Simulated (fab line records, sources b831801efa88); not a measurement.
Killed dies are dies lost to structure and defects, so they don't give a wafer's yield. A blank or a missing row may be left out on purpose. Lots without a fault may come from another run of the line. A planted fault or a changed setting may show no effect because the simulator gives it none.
Which tool did it? | flow gf180mcu | 13 lots, 39 wafers sampled, at 4 steps of a route of 602

WHAT THE GAUGES READ, wafer by wafer
GF_TOP_METAL_THK_MEAS_06: measures by xrf.
lot  | measured     | on            | TOP_METAL_ALCU_THK (nm)
L134 | day 27 04:01 | film_metro-01 | 891 887 890
L135 | day 27 08:51 | film_metro-01 | 897 893 892
L136 | day 28 06:47 | film_metro-02 | 900 889 895
L137 | day 28 08:20 | film_metro-01 | 898 894 902
L139 | day 28 19:58 | film_metro-03 | 903 907 897
L140 | day 29 01:26 | film_metro-02 | 892 897 891
L142 | day 29 14:22 | film_metro-01 | 895 897 882
L143 | day 30 03:16 | film_metro-03 | 878 887 893
L144 | day 30 10:05 | film_metro-03 | 888 901 877
L148 | day 31 17:04 | film_metro-01 | 920 912 927
L155 | day 33 04:03 | film_metro-03 | 874 875 873
L156 | day 33 10:22 | film_metro-03 | 888 900 888
L157 | day 33 15:44 | film_metro-01 | 911 905 918

GF_PASSIVATION_THK_MEAS_01.
lot  | measured     | on            | PASSIVATION_CVD_00_THK (nm)
L134 | day 28 01:05 | film_metro-02 | 1006 1000 1021
L135 | day 28 05:07 | film_metro-01 | 983 997 995
L136 | day 29 02:37 | film_metro-02 | 1015 1035 1038
L137 | day 29 04:27 | film_metro-01 | 989 990 1000
L139 | day 29 15:05 | film_metro-02 | 999 1009 1028
L140 | day 29 20:37 | film_metro-02 | 986 993 1001
L142 | day 30 10:01 | film_metro-04 | 1000 1033 1018
L143 | day 30 21:55 | film_metro-04 | 1008 1036 1013
L144 | day 31 04:51 | film_metro-04 | 981 985 1014
L148 | day 32 10:34 | film_metro-04 | 998 985 1004
L155 | day 33 20:22 | film_metro-02 | 1001 1018 1015
L156 | day 34 02:08 | film_metro-04 | 1004 1001 1011
L157 | day 34 07:52 | film_metro-02 | 996 999 987

WHICH TOOL RAN EACH LOT (tool, then ch and the chambers of the sampled wafers, then the start)
lot  | GF_MIM_SPUTTER_01            | GF_TOP_METAL_SPUTTER_01
L134 | pvd_sputter-02, day 24 07:23 | pvd_sputter-02, day 27 03:46
L135 | pvd_sputter-02, day 24 13:33 | pvd_sputter-02, day 27 08:37
L136 | pvd_sputter-02, day 25 13:38 | pvd_sputter-04, day 28 06:28
L137 | pvd_sputter-02, day 25 14:00 | pvd_sputter-02, day 28 08:05
L139 | pvd_sputter-02, day 26 03:35 | pvd_sputter-04, day 28 19:44
L140 | pvd_sputter-02, day 26 09:49 | pvd_sputter-02, day 29 01:11
L142 | pvd_sputter-04, day 27 01:55 | pvd_sputter-01, day 29 14:07
L143 | pvd_sputter-02, day 27 14:09 | pvd_sputter-01, day 30 03:02
L144 | pvd_sputter-04, day 27 20:34 | pvd_sputter-04, day 30 09:47
L148 | pvd_sputter-02, day 29 07:07 | pvd_sputter-04, day 31 16:49
L155 | pvd_sputter-04, day 30 20:22 | pvd_sputter-01, day 33 03:47
L156 | pvd_sputter-03, day 31 03:44 | pvd_sputter-04, day 33 10:08
L157 | pvd_sputter-04, day 31 11:08 | pvd_sputter-01, day 33 15:30
- GF_MIM_SPUTTER_01: material TiN, target thk 30 nm, time 25 s.
- GF_TOP_METAL_SPUTTER_01: material TiN, target thk 30 nm, time 25 s.

WHAT THE TOOLS THEMSELVES READ (means of the sampled wafers that have a number; where no wafer has one, the mark that the record gives instead)
GF_MIM_SPUTTER_01.
lot  | tool           | cathode_dc_power_W (W) | throttle_valve_pct (%)
L134 | pvd_sputter-02 | 6499.6                 | 30.5
L135 | pvd_sputter-02 | 6499.9                 | 31.1
L136 | pvd_sputter-02 | 6499.0                 | 31.0
L137 | pvd_sputter-02 | 6499.6                 | 30.5
L139 | pvd_sputter-02 | 6500.9                 | 31.1
L140 | pvd_sputter-02 | 6499.9                 | 30.4
L142 | pvd_sputter-04 | 6500.8                 | 30.6
L143 | pvd_sputter-02 | 6500.8                 | 30.8
L144 | pvd_sputter-04 | 6499.4                 | 30.4
L148 | pvd_sputter-02 | 6499.9                 | 30.4
L155 | pvd_sputter-04 | 6500.5                 | 29.9
L156 | pvd_sputter-03 | 6499.7                 | 30.6
L157 | pvd_sputter-04 | 6499.6                 | 29.5

GF_TOP_METAL_SPUTTER_01.
lot  | tool           | cathode_dc_power_W (W) | throttle_valve_pct (%)
L134 | pvd_sputter-02 | 6500.1                 | 29.8
L135 | pvd_sputter-02 | 6499.9                 | 31.0
L136 | pvd_sputter-04 | 6500.1                 | 30.7
L137 | pvd_sputter-02 | 6500.5                 | 31.2
L139 | pvd_sputter-04 | 6500.0                 | 30.3
L140 | pvd_sputter-02 | 6499.8                 | 30.4
L142 | pvd_sputter-01 | 6500.3                 | 28.6
L143 | pvd_sputter-01 | 6499.5                 | 28.5
L144 | pvd_sputter-04 | 6500.2                 | 29.6
L148 | pvd_sputter-04 | 6499.7                 | 30.9
L155 | pvd_sputter-01 | 6499.9                 | 30.5
L156 | pvd_sputter-04 | 6501.0                 | 30.0
L157 | pvd_sputter-01 | 6500.4                 | 29.6

THE ANSWER, worked out from the rows above alone
Rule: what is usual is taken from the lots themselves. Put in order of their means at a reading, lots are off if they are a third of the lots or fewer, leave a main group of 4 or more, and stand apart from it by a gap of 3 or more times the standard deviation of the main group's means; of several such gaps the widest counts. A main group whose means are all the same, to the digits that the tables above print for the reading, isn't used. A lot without any number at a reading at which 4 lots or more have one is off too. The other lots that the step has rows for count as sound. The gauges are gone through in route order, then the tools' own readings, and for those a lot's mean is taken as printed above. The first step at which some lot is off is used, and at that step the reading that is off furthest; a lot without a number counts as furthest.
No lot is off at any reading shown: from this, nothing can be told.

WHAT THE SIMULATOR HAD PUT IN
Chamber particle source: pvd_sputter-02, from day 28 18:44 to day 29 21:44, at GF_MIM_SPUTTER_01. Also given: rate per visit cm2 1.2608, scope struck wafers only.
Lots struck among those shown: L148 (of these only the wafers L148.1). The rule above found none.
